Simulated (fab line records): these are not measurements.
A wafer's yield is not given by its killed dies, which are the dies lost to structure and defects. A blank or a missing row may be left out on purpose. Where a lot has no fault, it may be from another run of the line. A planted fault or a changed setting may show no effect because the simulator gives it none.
2 desks, one fault	flow sky130	every desk sees just its own numbers, and what lay behind them comes last

TOOL OWNER'S DESK, implanter-03
The tool's own readings at SKY_LDD_HVN_IMPLANT_08: means of the sampled wafers that have a number, for each lot that ran on this tool. If a lot's mean is further than 4 standard deviations from the usual mean, the lot is out of limits and carries the mark OUT (the distance appears in the brackets).
Columns: A = faraday_current_uA at SKY_LDD_HVN_IMPLANT_08, usual 170; B = tilt_deg at SKY_LDD_HVN_IMPLANT_08, usual 39.997 degrees
lot	first seen here	A	B
L659	day 23 13:42	167	39.997
L667	day 26 05:13	170	39.982
L669	day 26 20:16	167	40.005
This desk's finding: nothing out of limits on any of the 3 lots.

FROM THE METROLOGY DESK
Lot by lot, what the gauges showed, no matter which tool ran the lot: averages of those sampled wafers that carry a number. If a lot's mean is further than 4 standard deviations from the usual mean, the lot is out of limits and carries the mark OUT (the distance appears in the brackets). Readings shown: 7 of its 8, picked as those furthest out on some lot.
Columns: A = LDD_P_OVL at SKY_LDD_P_OVL_MEAS_08, usual 0.7 nm; B = LDD_P_TW at SKY_LDD_P_TW_MEAS_11, usual 639.9; C = LDD_HVN_OVL at SKY_LDD_HVN_OVL_MEAS_07, usual -0.7 nm; D = LDD_HVP_OVL at SKY_LDD_HVP_OVL_MEAS_07, usual 0.3 nm; E = LDD_HVP_TW at SKY_LDD_HVP_TW_MEAS_10, usual 458; F = LDD_LDN_OVL at SKY_LDD_LDN_OVL_MEAS_07, usual 0.0 nm; G = LDD_LDN_TW at SKY_LDD_LDN_TW_MEAS_13, usual 1482
lot	first seen here	A	B	C	D	E	F	G
L653	day 20 06:34	-1.2	642.0	-0.6	-0.2	458	-1.8	1467
L654	day 20 17:50	-0.6	640.6	0.5	-1.8	451	0.3	1473
L659	day 22 07:50	1.9	639.2	-2.2	-1.2	458	-1.1	1495
L667	day 24 23:20	2.1	638.0	1.6	0.7	459	-0.5	1467
L669	day 25 14:16	-1.3	637.1	-1.2	1.8	461	0.6	1478
L673	day 26 22:36	1.4	640.4	-1.4	-1.1	450	-0.4	1478
This desk's finding: nothing out of limits on any of the 6 lots.

PUT TOGETHER
The tool owner's desk saw nothing out of limits.
At the metrology desk, nothing out of limits was observed.

WHAT THE SIMULATOR PUT IN
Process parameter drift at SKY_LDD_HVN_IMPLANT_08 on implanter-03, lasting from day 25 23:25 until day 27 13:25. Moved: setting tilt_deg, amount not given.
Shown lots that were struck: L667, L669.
